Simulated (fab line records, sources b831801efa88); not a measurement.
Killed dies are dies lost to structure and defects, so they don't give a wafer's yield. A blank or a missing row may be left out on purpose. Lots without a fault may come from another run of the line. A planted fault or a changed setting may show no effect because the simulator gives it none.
fab line records | flow sky130
record lots=6 wafers=18 last_day=49
route steps=708 shown VIA2@522 METAL3@532 CAPM@537 PAD_OPEN@708
lots that met no fault: from a run of the same line without faults
start_h: hours from the record's first day to the start of the lot's first wafer shown | wait_h: hours since the lot's step before | " the same as in the row above | L1.1+2: a row that stands for several wafers | - no value, or no start given | * or withheld: withheld | < > ~ a bound
route shown NAME@n: a module of which the file shows steps, and the number in the route of the first | usual: mean/standard deviation of fault-free wafers | same: alike in all rows | chamber/n: place in a boat | sites: the reading at each site | _std_site: their standard deviation | _edge_site: outer sites' mean less inner sites' | radius_mm: how far each site lies from the wafer's centre | mask NAME#n: copy n | behind: the tool/chamber that last shaped the wafer | hold: why the lot was held/for how many hours/how that ended | device: the transistor (n, p or np) that didn't switch | end of line: the same wafers' tests at the end of the route | a step without rows: its recipe alone | killed: dies lost to structure and defects at the first sort, not the wafer's yield | map: a wafer's dies, x killed, . not, _ none there
set.NAME: the setting as run; set.NAME@STEP: as run at that earlier step | model.NAME: the simulator's own value behind a step, which no gauge read
lots at some steps of the route; a table a step, a row a wafer
services: from which hour (start_h, from the record's first day; less than 0 if before it) a tool's chamber was out of use, for how many hours, and why
## steps
# step SKY_VIA2_ETCH_15
# recipe target=SiO2 chemistry=C4F8/O2/Ar target_depth_nm=546 stop_on=TiN mask_material=KrF-thick source_w=1500 bias_w=1200 pressure_mtorr=40 c4f8_flow_sccm=withheld O2_flow_sccm=6 Ar_flow_sccm=300 time_s=84
# usual oes_product_au=0.939/0.0051 rf_fwd_power_W=1489/5.3
# columns lot.wafer tool chamber start_h wait_h oes_product_au rf_fwd_power_W rf_hours_counter_h
L814.2 rie_diel-03 3 875.64 0.0 0.933 1486 2
L814.4 " 0 " " 0.934 1486 24
L814.6 " 0 " " 0.936 1486 -
L818.2 rie_diel-01 0 897.49 0.0 0.931 1487 8
L818.3 " 1 " " 0.936 1488 0
L818.6 " 1 " " 0.942 1494 -
L820.1 rie_diel-01 1 911.87 0.0 0.941 1491 1
L820.2 " 0 " " 0.934 1491 9
L820.4 " 2 " " 0.936 1487 6
L821.1 rie_diel-04 2 930.94 0.0 0.939 1486 12
L821.2 " 1 " " 0.931 1493 8
L821.6 " 1 " " 0.940 1488 -
L826.1 rie_diel-01 0 956.07 0.0 0.946 1492 10
L826.3 " 1 " " 0.942 1493 2
L826.4 " 3 " " 0.933 1493 11
L833.1 rie_diel-03 1 993.14 0.0 0.938 1486 8
L833.4 " 1 " " 0.928 1485 -
L833.5 " 2 " " 0.943 1476 -
# step SKY_VIA2_STRIP_16
# recipe chemistry=O2/N2 power_w=1400 pressure_mtorr=1500 platen_temp_c=withheld o2_flow_sccm=3000 n2_flow_sccm=300 overash_fraction=0.5
# step SKY_VIA2_STRIP_17
# recipe chemistry=post_etch_residue_remover time_s=1200 temp_c=72.5
# step SKY_VIA2_CLEAN_18
# recipe chemistry=IPA time_s=180 temp_c=25
# step SKY_VIA2_CLEAN_19
# recipe chemistry=O3/DIW dry=n2_spin
# step SKY_VIA2_SPUTTER_20
# recipe material=TiN target_thk_nm=20 chamber_pressure_pa=5 power_w=4000 time_s=80
# usual throttle_valve_pct=30.0/0.96
# columns lot.wafer tool chamber start_h wait_h throttle_valve_pct
L814.2 pvd_sputter-02 - 876.30 0.0 30.4
L814.4 " - " " 29.3
L814.6 " - " " 30.8
L818.2 pvd_sputter-03 - 898.24 0.0 30.4
L818.3 " - " " 31.6
L818.6 " - " " 30.3
L820.1 pvd_sputter-02 - 912.56 0.0 29.9
L820.2 " - " " 30.7
L820.4 " - " " 29.0
L821.1 pvd_sputter-03 - 931.59 0.0 30.7
L821.2 " - " " 30.4
L821.6 " - " " 30.5
L826.1 pvd_sputter-01 - 956.73 0.0 30.9
L826.3 " - " " 30.2
L826.4 " - " " 29.8
L833.1 pvd_sputter-01 - 993.79 0.0 30.7
L833.4 " - " " 30.3
L833.5 " - " " 29.4
# step SKY_VIA2_CVD_21
# recipe material=W target_thk_nm=420 time_s=126.4 temp_c=400 pressure_torr=40
# usual heater_power_outer_w=537/36 heater_power_w=859/44
# columns lot.wafer tool chamber start_h wait_h heater_power_outer_w heater_power_w
L814.2 cvd_w-01 1 876.36 0.0 583 915
L814.4 " 1 " " 576 907
L814.6 " 0 " " 488 845
L818.2 cvd_w-01 0 898.30 0.0 500 834
L818.3 " 1 " " 576 903
L818.6 " 1 " " 579 905
L820.1 cvd_w-01 0 912.63 0.0 501 817
L820.2 " 1 " " 565 918
L820.4 " 1 " " 573 910
L821.1 cvd_w-02 1 931.65 0.0 515 799
L821.2 " 0 " " 554 900
L821.6 " 0 " " 516 854
L826.1 cvd_w-01 0 956.79 0.0 500 831
L826.3 " 1 " " 574 896
L826.4 " 0 " " 481 818
L833.1 cvd_w-01 1 993.85 0.0 585 923
L833.4 " 0 " " 487 825
L833.5 " 1 " " 583 906
# step SKY_VIA2_RS_MEAS_22
# recipe thk_meas_gauge=four-point-probe reads=W_of_VIA2_CVD_21+TiN_of_VIA2_SPUTTER_20
# usual VIA2_W_RS=0.2739/0.0026
# columns lot.wafer tool chamber start_h wait_h VIA2_W_RS[ohm/sq]
L814.2 film_metro-03 - 876.51 0.1 0.2721
L814.4 " - " " 0.2735
L814.6 " - " " 0.2769
L818.2 film_metro-01 - 898.45 0.1 0.2734
L818.3 " - " " 0.2722
L818.6 " - " " 0.2739
L820.1 film_metro-02 - 912.76 0.1 0.2750
L820.2 " - " " 0.2725
L820.4 " - " " 0.2736
L821.1 film_metro-01 - 931.78 0.1 0.2714
L821.2 " - " " 0.2699
L821.6 " - " " 0.2672
L826.1 film_metro-03 - 956.92 0.1 0.2730
L826.3 " - " " 0.2741
L826.4 " - " " 0.2730
L833.1 film_metro-02 - 993.98 0.1 0.2772
L833.4 " - " " 0.2745
L833.5 " - " " 0.2772
# step SKY_VIA2_THK_MEAS_23
# recipe thk_meas_gauge=xrf reads=W_of_VIA2_CVD_21
# usual VIA2_W_THK=423/7
# columns lot.wafer tool chamber start_h wait_h VIA2_W_THK[nm]
L814.2 film_metro-03 - 876.62 0.1 419
L814.4 " - " " 416
L814.6 " - " " 412
L818.2 film_metro-01 - 898.56 0.1 433
L818.3 " - " " 433
L818.6 " - " " 430
L820.1 film_metro-02 - 912.88 0.1 425
L820.2 " - " " 430
L820.4 " - " " 430
L821.1 film_metro-01 - 931.90 0.1 427
L821.2 " - " " 432
L821.6 " - " " 435
L826.1 film_metro-03 - 957.04 0.1 420
L826.3 " - " " 421
L826.4 " - " " 422
L833.1 film_metro-02 - 994.10 0.1 418
L833.4 " - " " 421
L833.5 " - " " 414
# step SKY_VIA2_CMP_24
# recipe stop_on=SiO2 t_overpolish_s=20 down_force_psi=3.5 platen_rpm=60 target_thk_nm=0 pad_velocity_m_s=0.94248
# usual motor_current_A=11.2/1.6 overpolish_run_s=20.000/0.011 time_to_endpoint_s=100/3.7
# columns lot.wafer tool chamber start_h wait_h motor_current_A overpolish_run_s time_to_endpoint_s
L814.4 cmp-01 0 876.77 0.1 9.0 20.013 101
L814.2 " 1 " " 11.4 19.981 105
L814.6 " 2 " " 9.9 19.999 104
L818.2 cmp-02 1 898.66 0.1 11.8 19.988 98
L818.3 " 3 " " 9.6 20.002 99
L818.6 " 0 " " 9.8 20.007 99
L820.1 cmp-02 0 912.94 0.1 10.9 19.989 101
L820.2 " 1 " " 11.7 20.002 103
L820.4 " 2 " " 13.7 20.006 104
L821.2 cmp-02 1 931.96 0.0 11.4 20.002 100
L821.1 " 2 " " 14.0 19.996 105
L821.6 " 2 " " 13.1 19.987 105
L826.3 cmp-02 2 957.17 0.1 13.6 19.993 100
L826.4 " 3 " " 9.3 19.993 98
L826.1 " 1 " " 11.3 19.988 97
L833.4 cmp-02 1 994.26 0.1 11.9 20.012 100
L833.1 " 2 " " 12.9 20.010 101
L833.5 " 3 " " 9.2 20.017 96
# step SKY_METAL3_SPUTTER_00
# recipe material=Ti target_thk_nm=15 power_w=3000 time_s=10 chamber_pressure_pa=0.4
# step SKY_METAL3_SPUTTER_01
# recipe material=TiN target_thk_nm=20 power_w=6500 time_s=16.7 chamber_pressure_pa=0.4
# step SKY_METAL3_SPUTTER_02
# recipe material=AlCu target_thk_nm=735 power_w=10600 time_s=39.1 chamber_pressure_pa=0.4
# usual throttle_valve_pct=30.2/1
# columns lot.wafer tool chamber start_h wait_h throttle_valve_pct model.AlCu_of_METAL3_SPUTTER_02.thk_nm
L814.2 pvd_sputter-03 - 877.02 0.0 31.8 724.5
L814.4 " - " " 30.1 730
L814.6 " - " " 29.4 729.5
L818.2 pvd_sputter-01 - 898.96 0.0 30.7 728.8
L818.3 " - " " 30.5 727.1
L818.6 " - " " 29.1 729.8
L820.1 pvd_sputter-01 - 913.28 0.0 29.9 539.2
L820.2 " - " " 30.6 539
L820.4 " - " " 29.2 542.1
L821.1 pvd_sputter-01 - 932.31 0.0 30.1 544.5
L821.2 " - " " 30.0 544
L821.6 " - " " 29.2 548.5
L826.1 pvd_sputter-03 - 957.52 0.0 30.8 751.2
L826.3 " - " " 30.4 743.7
L826.4 " - " " 31.7 740.1
L833.1 pvd_sputter-03 - 994.51 0.0 31.7 748.4
L833.4 " - " " 29.7 739.3
L833.5 " - " " 29.8 742.8
# step SKY_METAL3_SPUTTER_03
# recipe material=Ti target_thk_nm=5 power_w=3000 time_s=3.3 chamber_pressure_pa=0.4
# usual throttle_valve_pct=30.2/0.99
# columns lot.wafer tool chamber start_h wait_h throttle_valve_pct
L814.2 pvd_sputter-03 - 877.05 0.0 31.9
L814.4 " - " " 29.9
L814.6 " - " " 29.7
L818.2 pvd_sputter-01 - 898.99 0.0 31.0
L818.3 " - " " 30.2
L818.6 " - " " 29.3
L820.1 pvd_sputter-01 - 913.32 0.0 29.9
L820.2 " - " " 30.9
L820.4 " - " " 29.4
L821.1 pvd_sputter-01 - 932.35 0.0 29.8
L821.2 " - " " 30.4
L821.6 " - " " 29.2
L826.1 pvd_sputter-03 - 957.56 0.0 30.6
L826.3 " - " " 30.1
L826.4 " - " " 31.7
L833.1 pvd_sputter-03 - 994.55 0.0 31.9
L833.4 " - " " 29.8
L833.5 " - " " 29.6
# step SKY_METAL3_SPUTTER_04
# recipe material=TiN target_thk_nm=70 power_w=6500 time_s=58.3 chamber_pressure_pa=0.4
# step SKY_CAPM_CVD_00
# recipe material=SiO2 target_thk_nm=15.5 temp_c=400 time_s=withheld rf_w=450
# step SKY_CAPM_THK_MEAS_01
# recipe reads=SiO2_of_CAPM_CVD_00
# usual CAPM_CVD_00_THK=15.56/0.2
# columns lot.wafer tool chamber start_h wait_h CAPM_CVD_00_THK[nm]
L814.2 film_metro-03 - 877.15 - 15.26
L814.4 " - " " 15.63
L814.6 " - " " 15.81
L818.2 film_metro-02 - 899.09 - 15.34
L818.3 " - " " 15.49
L818.6 " - " " 15.58
L820.1 film_metro-02 - 913.41 - 15.53
L820.2 " - " " 15.49
L820.4 " - " " 15.77
L821.1 film_metro-03 - 932.44 - 15.15
L821.2 " - " " 15.50
L821.6 " - " " 15.46
L826.1 film_metro-04 - 957.64 - 15.22
L826.3 " - " " 15.40
L826.4 " - " " 15.51
L833.1 film_metro-02 - 994.64 - 15.30
L833.4 " - " " 15.53
L833.5 " - " " 15.68
# step SKY_CAPM_SPUTTER_02
# recipe material=TiN target_thk_nm=200 temp_c=300 power_w=6500 time_s=166.7 chamber_pressure_pa=0.4
# step SKY_CAPM_RS_MEAS_03
# recipe thk_meas_gauge=four-point-probe reads=TiN_of_CAPM_SPUTTER_02
# usual CAPM_TIN_RS=6.89/0.072
# columns lot.wafer tool chamber start_h wait_h CAPM_TIN_RS[ohm/sq]
L814.2 film_metro-03 - 877.33 0.1 6.92
L814.4 " - " " 6.88
L814.6 " - " " 6.94
L818.2 film_metro-03 - 899.27 0.1 6.83
L818.3 " - " " 6.84
L818.6 " - " " 6.80
L820.1 film_metro-03 - 913.58 0.1 6.94
L820.2 " - " " 6.95
L820.4 " - " " 6.88
L821.1 film_metro-03 - 932.61 0.1 6.77
L821.2 " - " " 6.83
L821.6 " - " " 6.86
L826.1 film_metro-03 - 957.81 0.1 6.91
L826.3 " - " " 6.88
L826.4 " - " " 6.91
L833.1 film_metro-03 - 994.81 0.1 6.88
L833.4 " - " " 6.84
L833.5 " - " " 6.88
# step SKY_CAPM_THK_MEAS_04
# recipe thk_meas_gauge=xrf reads=TiN_of_CAPM_SPUTTER_02
# usual CAPM_TIN_THK=198.9/2.3
# columns lot.wafer tool chamber start_h wait_h CAPM_TIN_THK[nm]
L814.2 film_metro-03 - 877.44 0.1 198.4
L814.4 " - " " 198.9
L814.6 " - " " 198.1
L818.2 film_metro-03 - 899.38 0.1 200.9
L818.3 " - " " 200.0
L818.6 " - " " 202.1
L820.1 film_metro-03 - 913.70 0.1 198.1
L820.2 " - " " 198.4
L820.4 " - " " 199.7
L821.1 film_metro-03 - 932.73 0.1 202.0
L821.2 " - " " 200.6
L821.6 " - " " 200.5
L826.1 film_metro-03 - 957.93 0.1 198.7
L826.3 " - " " 199.5
L826.4 " - " " 198.7
L833.1 film_metro-03 - 994.93 0.1 198.1
L833.4 " - " " 199.4
L833.5 " - " " 198.5
# step SKY_CAPM_DEHYDRATE_05
# recipe temp_c=200 time_s=60
# step SKY_CAPM_HMDS_06
# recipe prime_time_s=60 prime_temp_c=120
# step SKY_CAPM_COAT_07
# recipe resist=NOVOLAK spin_rpm=3000 resist_thk_nm=1140
# step SKY_CAPM_SOFTBAKE_08
# recipe temp_c=90 time_s=60 resist=NOVOLAK
# step SKY_CAPM_EXPOSE_09
# recipe mask_id=CAPM na=0.6 source_shape=conventional sigma_outer=0.6 polarization=unpolarized target_cd_nm=1000 dose_mj=159
# step SKY_CAPM_PEB_10
# recipe temp_c=withheld time_s=* resist=NOVOLAK
# step SKY_CAPM_DEVELOP_11
# recipe resist=NOVOLAK developer=TMAH develop_time_s=60 dev_temp_c=23
# step SKY_CAPM_OVL_MEAS_12
# usual CAPM_OVL=0.4/1.2
# columns lot.wafer tool chamber start_h wait_h CAPM_OVL[nm]
L814.2 overlay-01 - 902.48 0.1 -0.2
L814.4 " - " " 0.0
L814.6 " - " " -1.3
L818.2 overlay-02 - 924.48 0.1 0.3
L818.3 " - " " -0.7
L818.6 " - " " 0.6
L820.1 overlay-01 - 937.98 0.1 0.8
L820.2 " - " " 1.7
L820.4 " - " " -0.3
L821.1 overlay-02 - 956.46 0.1 1.8
L821.2 " - " " 0.3
L821.6 " - " " 1.1
L826.1 overlay-01 - 981.48 0.1 1.4
L826.3 " - " " 1.0
L826.4 " - " " 0.2
L833.1 overlay-02 - 1017.71 0.1 -0.3
L833.4 " - " " 1.1
L833.5 " - " " 1.3
# step SKY_CAPM_METAL_ETCH_13
# recipe target_depth_nm=220 stop_on=SiO2 chemistry=Cl2/BCl3 target=TiN pressure_mtorr=10 icp_w=900 bias_w=48.5 Cl2_flow_sccm=60 bcl3_flow_sccm=30 time_s=62.9
# step SKY_CAPM_STRIP_14
# recipe chemistry=O2/N2 power_w=1400 pressure_mtorr=1500 platen_temp_c=withheld o2_flow_sccm=3000 n2_flow_sccm=300 overash_fraction=0.5
# step SKY_CAPM_STRIP_15
# recipe chemistry=post_etch_residue_remover time_s=1200 temp_c=72.5
# step SKY_CAPM_CLEAN_16
# recipe chemistry=IPA time_s=180 temp_c=25
# step SKY_CAPM_CLEAN_17
# recipe chemistry=O3/DIW dry=n2_spin
# step SKY_METAL3_DEHYDRATE_05
# recipe temp_c=200 time_s=60
# step SKY_METAL3_HMDS_06
# recipe prime_time_s=60 prime_temp_c=120
# step SKY_METAL3_COAT_07
# recipe resist=BARC temp_c=withheld time_s=withheld spin_rpm=3000 resist_thk_nm=60
# step SKY_METAL3_COAT_08
# recipe resist=KrF-thick spin_rpm=3000 resist_thk_nm=1140
# step SKY_METAL3_SOFTBAKE_09
# recipe temp_c=100 time_s=90 resist=KrF-thick
# step SKY_METAL3_EXPOSE_10
# recipe mask_id=MM3 na=0.68 source_shape=annular sigma_inner=0.4 sigma_outer=0.8 target_cd_nm=300 dose_mj=28
# step SKY_METAL3_PEB_11
# recipe peb_temp_c=withheld peb_time_s=withheld resist=KrF-thick
# step SKY_METAL3_DEVELOP_12
# recipe develop_time_s=60 resist=KrF-thick dev_temp_c=21
# step SKY_METAL3_CD_MEAS_13
# recipe target_cd_nm=300
# usual cd_nm=299.8/1.6
# columns lot.wafer tool chamber start_h wait_h cd_nm
L814.2 cd_sem-02 - 927.66 - 302.0
L814.4 " - " " 301.7
L814.6 " - " " 301.7
L818.2 cd_sem-01 - 949.61 - 299.1
L818.3 " - " " 299.9
L818.6 " - " " 299.0
L820.1 cd_sem-01 - 962.88 - 297.9
L820.2 " - " " 297.3
L820.4 " - " " 297.9
L821.1 cd_sem-02 - 980.58 - 301.5
L821.2 " - " " 302.7
L821.6 " - " " 301.1
L826.1 cd_sem-01 - 1005.18 - 296.5
L826.3 " - " " 298.3
L826.4 " - " " 298.7
L833.1 cd_sem-02 - 1041.02 - 300.1
L833.4 " - " " 299.7
L833.5 " - " " 301.0
# step SKY_METAL3_METAL_ETCH_18
# recipe target_depth_a=8450 stop_on=SiO2 over_etch_frac=0.3 time_s=183.1 chemistry=Cl2/BCl3 resist_sidewall_deg=88 pressure_mtorr=10 icp_w=900 bias_w=48.5 Cl2_flow_sccm=60 bcl3_flow_sccm=30
# usual drypump_motor_current_A=5.7/0.65 oes_product_au=0.868/0.0063 rf_fwd_power_W=897.2/2.6 throttle_valve_pct=22.265/0.009
# columns lot.wafer tool chamber start_h wait_h drypump_motor_current_A oes_product_au rf_fwd_power_W rf_hours_counter_h throttle_valve_pct
L814.2 rie_metal-03 0 927.94 0.0 6.4 0.862 895.8 7 22.287
L814.4 " 0 " " 6.4 0.862 895.7 - 22.267
L814.6 " 0 " " 6.4 0.856 898.1 - 22.269
L818.2 rie_metal-03 1 949.94 0.0 6.0 0.862 899.7 15 22.274
L818.3 " 1 " " 6.1 0.866 891.9 - 22.275
L818.6 " 1 " " 6.1 0.858 895.3 - 22.260
L820.1 rie_metal-04 1 963.18 0.0 5.9 0.752 893.6 13 22.243
L820.2 " 0 " " 4.7 0.754 902.2 11 22.266
L820.4 " 1 " " 5.9 0.753 893.7 - 22.266
L821.1 rie_metal-03 0 980.88 0.0 6.4 0.756 901.0 10 22.271
L821.2 " 1 " " 6.1 0.763 894.9 17 22.276
L821.6 " 0 " " 6.4 0.764 899.5 - 22.271
L826.1 rie_metal-04 1 1005.48 0.0 5.8 0.864 899.3 16 22.249
L826.3 " 0 " " 4.7 0.870 898.4 - 22.277
L826.4 " 1 " " 5.9 0.869 899.8 - 22.266
L833.1 rie_metal-03 1 1041.33 0.0 6.1 0.875 891.8 20 22.262
L833.4 " 0 " " 6.4 0.868 899.9 - 22.279
L833.5 " 1 " " 6.1 0.869 891.8 - 22.260
# step SKY_PAD_OPEN_PROBE_99
# usual defect_limited_yield=82.3/2 killed_at_M0_to_M3=43/7.3 killed_at_M4_up=3.2/1.8 killed_at_contacts=24/5.8 killed_at_front_end=16/4.5 killed_at_other=0.3/0.53 killed_dies=87/9.9 killed_open=48/6.8 killed_short=39/6.9 sort_bin_3_pad_short=0.8/0.42 sort_bin_5_function=10.4/1.6 sort_bin_6_memory=6.4/1.2 sort_n_pass=405/9.9 sort_yield_pct=82.3/2
# same gross_dies=492 killed_at_back_side=0 sort_bin_4_leakage[%]=0 sort_bin_8_speed[%]=0
# columns lot.wafer tool chamber start_h wait_h defect_limited_yield[%] killed_at_M0_to_M3 killed_at_M4_up killed_at_contacts killed_at_front_end killed_at_other killed_dies killed_open killed_short sort_bin_3_pad_short[%] sort_bin_5_function[%] sort_bin_6_memory[%] sort_n_pass sort_yield_pct[%] model.etest.met3.line_ohm_um model.etest.met3.rs_ohm_sq
L814.2 prober-02 - 1098.71 0.1 85.4 32 2 22 15 1 72 35 37 0.6 7.9 6.1 420 85.4 0.1444 0.04361
L814.4 prober-02 - 1098.81 0.2 82.1 52 4 20 12 0 88 45 43 0.2 10.0 7.7 404 82.1 0.1422 0.04276
L814.6 prober-02 - 1098.91 0.2 85.2 42 2 18 11 0 73 34 39 1.4 7.3 6.1 419 85.2 0.1434 0.04273
L818.2 prober-02 - 1114.77 0.1 80.9 36 2 39 17 0 94 57 37 0.8 11.6 6.7 398 80.9 0.1434 0.04317
L818.3 prober-02 - 1114.82 0.2 85.6 39 5 15 12 0 71 36 35 0.6 9.6 4.3 421 85.6 0.1419 0.0432
L818.6 prober-02 - 1114.97 0.2 82.5 34 2 32 18 0 86 44 42 1.0 10.6 5.9 406 82.5 0.1388 0.04248
L820.1 prober-02 - 1127.20 0.1 80.3 53 3 27 13 1 97 46 51 0.8 10.2 8.7 395 80.3 0.1962 0.05831
L820.2 prober-02 - 1127.25 0.1 82.1 44 6 25 12 1 88 46 42 0.6 12.0 5.3 404 82.1 0.1979 0.05836
L820.4 prober-02 - 1127.35 0.2 79.1 49 5 38 11 0 103 56 47 0.6 11.4 8.9 389 79.1 0.1951 0.05788
L821.1 prober-01 - 1138.89 0.1 79.3 49 3 30 20 0 102 54 48 1.4 11.8 7.5 390 79.3 0.1941 0.0587
L821.2 prober-01 - 1138.94 0.1 79.1 46 1 32 24 0 103 63 40 0.6 13.2 7.1 389 79.1 0.1899 0.05811
L821.6 prober-01 - 1139.14 0.2 81.5 51 1 24 15 0 91 52 39 1.6 10.6 6.3 401 81.5 0.194 0.05774
L826.1 prober-02 - 1158.26 0.1 80.9 48 2 16 27 1 94 49 45 1.4 11.8 5.9 398 80.9 0.144 0.04169
L826.3 prober-02 - 1158.36 0.2 82.9 49 2 17 16 0 84 37 47 1.0 10.8 5.3 408 82.9 0.1406 0.042
L826.4 prober-02 - 1158.41 0.2 79.7 53 7 28 12 0 100 46 54 1.2 13.4 5.7 392 79.7 0.1445 0.04231
L833.1 prober-01 - 1184.83 0.1 81.9 39 0 35 15 0 89 49 40 0.8 10.0 7.3 403 81.9 0.1381 0.04155
L833.4 prober-01 - 1184.98 0.2 81.1 56 1 17 19 0 93 54 39 1.4 9.8 7.7 399 81.1 0.1396 0.04211
L833.5 prober-01 - 1185.03 0.2 81.5 48 2 26 15 0 91 52 39 0 11.2 7.3 401 81.5 0.1383 0.04206
# killed by level:class
L814.2 VIA1:geometric_particle:open=9 CONTACT:geometric_particle:short=8 METAL2:geometric_particle:short=8 FIELD_ISO:geometric_particle:short=5 FIELD_ISO:geometric_particle:open=4 POLY_GATE:geometric_particle:open=4 LI_CONTACT:geometric_particle:open=4 LOCAL_INTERCONNECT:geometric_particle:short=4
L814.4 VIA1:geometric_particle:open=10 METAL2:geometric_particle:short=10 CONTACT:geometric_particle:open=9 LI_CONTACT:geometric_particle:open=7 VIA2:geometric_particle:open=7 VIA1:geometric_particle:short=5 VIA2:geometric_particle:short=4 VIA3:geometric_particle:open=4
L814.6 VIA1:geometric_particle:open=8 METAL1:geometric_particle:short=8 METAL2:geometric_particle:short=6 FIELD_ISO:geometric_particle:short=5 LI_CONTACT:geometric_particle:open=5 CONTACT:geometric_particle:open=5 VIA1:geometric_particle:short=4 CONTACT:geometric_particle:short=3
L818.2 CONTACT:geometric_particle:open=17 LI_CONTACT:geometric_particle:open=13 VIA1:geometric_particle:open=10 METAL3:geometric_particle:short=6 FIELD_ISO:geometric_particle:short=5 VIA3:geometric_particle:open=5 FIELD_ISO:geometric_particle:open=4 POLY_GATE:geometric_particle:short=4
L818.3 VIA1:geometric_particle:short=9 CONTACT:geometric_particle:open=8 VIA3:geometric_particle:open=7 VIA2:geometric_particle:open=7 VIA1:geometric_particle:open=4 METAL4:geometric_particle:short=4 FIELD_ISO:geometric_particle:short=3 SPACER:geometric_particle:short=3
L818.6 LI_CONTACT:geometric_particle:open=11 CONTACT:geometric_particle:open=9 METAL1:geometric_particle:short=7 CONTACT:geometric_particle:short=6 VIA1:geometric_particle:open=6 POLY_GATE:geometric_particle:short=5 POLY_GATE:geometric_particle:open=4 LI_CONTACT:geometric_particle:short=4
L820.1 CONTACT:geometric_particle:open=9 VIA1:geometric_particle:open=9 METAL1:geometric_particle:short=8 METAL2:geometric_particle:short=8 LI_CONTACT:geometric_particle:open=7 CONTACT:geometric_particle:short=6 VIA1:geometric_particle:short=6 VIA3:geometric_particle:open=5
L820.2 CONTACT:geometric_particle:open=10 VIA1:geometric_particle:open=10 VIA1:geometric_particle:short=9 LI_CONTACT:geometric_particle:open=8 METAL4:geometric_particle:short=5 METAL1:geometric_particle:short=5 VIA2:geometric_particle:open=5 METAL2:geometric_particle:short=4
L820.4 CONTACT:geometric_particle:open=13 LI_CONTACT:geometric_particle:open=11 VIA1:geometric_particle:open=9 VIA2:geometric_particle:open=9 CONTACT:geometric_particle:short=6 METAL1:geometric_particle:short=6 VIA3:geometric_particle:open=6 METAL2:geometric_particle:short=5
L821.1 VIA1:geometric_particle:open=16 CONTACT:geometric_particle:open=10 FIELD_ISO:geometric_particle:short=8 LI_CONTACT:geometric_particle:open=7 METAL2:geometric_particle:short=7 VIA3:geometric_particle:open=6 METAL1:geometric_particle:short=6 POLY_GATE:geometric_particle:open=5
L821.2 CONTACT:geometric_particle:open=13 VIA1:geometric_particle:open=12 LI_CONTACT:geometric_particle:open=11 VIA2:geometric_particle:short=8 POLY_GATE:geometric_particle:open=7 FIELD_ISO:geometric_particle:open=6 METAL1:geometric_particle:short=6 VIA2:geometric_particle:open=5
L821.6 CONTACT:geometric_particle:open=15 VIA1:geometric_particle:open=12 VIA2:geometric_particle:open=9 METAL2:geometric_particle:short=8 CONTACT:geometric_particle:short=5 VIA1:geometric_particle:short=4 FIELD_ISO:geometric_particle:short=3 LI_CONTACT:geometric_particle:open=3
L826.1 VIA2:geometric_particle:open=11 VIA1:geometric_particle:open=11 FIELD_ISO:geometric_particle:short=9 FIELD_ISO:geometric_particle:open=9 METAL2:geometric_particle:short=8 METAL1:geometric_particle:short=7 LI_CONTACT:geometric_particle:open=6 VIA2:geometric_particle:short=4
L826.3 METAL1:geometric_particle:short=12 VIA1:geometric_particle:short=8 FIELD_ISO:geometric_particle:open=7 CONTACT:geometric_particle:open=7 VIA1:geometric_particle:open=6 FIELD_ISO:geometric_particle:short=5 METAL2:geometric_particle:short=5 VIA2:geometric_particle:open=5
L826.4 VIA1:geometric_particle:open=12 METAL1:geometric_particle:short=9 CONTACT:geometric_particle:short=9 VIA1:geometric_particle:short=9 CONTACT:geometric_particle:open=7 VIA2:geometric_particle:open=6 LI_CONTACT:geometric_particle:open=5 METAL2:geometric_particle:short=5
L833.1 CONTACT:geometric_particle:open=12 VIA1:geometric_particle:open=10 LI_CONTACT:geometric_particle:open=8 METAL2:geometric_particle:short=8 LOCAL_INTERCONNECT:geometric_particle:short=7 CONTACT:geometric_particle:short=7 POLY_GATE:geometric_particle:open=5 VIA2:geometric_particle:open=4
L833.4 VIA1:geometric_particle:open=15 VIA3:geometric_particle:open=12 FIELD_ISO:geometric_particle:short=6 FIELD_ISO:geometric_particle:open=6 VIA1:geometric_particle:short=6 VIA2:geometric_particle:open=6 LOCAL_INTERCONNECT:geometric_particle:short=5 CONTACT:geometric_particle:open=5
L833.5 VIA1:geometric_particle:open=12 LI_CONTACT:geometric_particle:open=7 CONTACT:geometric_particle:open=7 VIA3:geometric_particle:short=7 VIA2:geometric_particle:open=6 POLY_GATE:geometric_particle:open=4 LI_CONTACT:geometric_particle:short=4 METAL1:geometric_particle:open=4
## services
# columns tool chamber start_h hours kind
cvd_w-01 1 856.07 4.7 repair
rie_diel-04 2 861.71 1.9 repair
rie_metal-04 - 869.38 0.2 repair
cvd_w-01 - 870.89 5.2 repair
cmp-01 - 882.57 1.7 repair
rie_diel-01 2 884.93 14.6 repair
rie_diel-04 0 887.55 16.5 repair
rie_diel-04 3 892.80 1.5 repair
rie_diel-03 - 894.21 28.1 pm
rie_metal-03 1 894.38 13.9 repair
cvd_w-02 - 904.00 14.0 pm
rie_metal-04 - 919.38 0.6 repair
rie_diel-03 0 927.88 3.5 repair
cvd_w-01 0 943.63 3.1 repair
pvd_sputter-03 - 966.99 1.4 repair
rie_metal-04 - 981.89 0.3 repair
cmp-02 - 982.27 5.7 repair
cmp-02 - 985.78 0.9 repair
rie_diel-01 - 991.22 2.8 pm
rie_diel-03 3 992.40 1.3 repair
pvd_sputter-03 - 997.30 3.7 repair
rie_diel-03 - 1021.90 2.8 pm
cmp-02 - 1028.72 1.2 repair
rie_diel-01 3 1036.92 49.9 repair
## key
first_sign step=SKY_METAL3_METAL_ETCH_18 reading=oes_product_au direction=down sigmas=18 usual=0.868 struck=0.757
effect none on later readings
model_effect step=SKY_METAL3_SPUTTER_02 value=AlCu_of_METAL3_SPUTTER_02.thk_nm without=740.2 struck=542.9
model_effect step=SKY_PAD_OPEN_PROBE_99 value=etest.met3.line_ohm_um without=0.1421 struck=0.1946
met_at SKY_METAL3_SPUTTER_02
struck_wafers L820.1,L820.2,L820.4,L821.1,L821.2,L821.6
onset_between 898.96 913.28
also_fits SKY_METAL3_SPUTTER_03:pvd_sputter-01
fault kind=process_parameter_drift tool=pvd_sputter-01 chamber=- onset_h=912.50 steps=SKY_METAL3_SPUTTER_02 channel=time_s offset=* shape=step end_h=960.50 acts_in=* stated=*
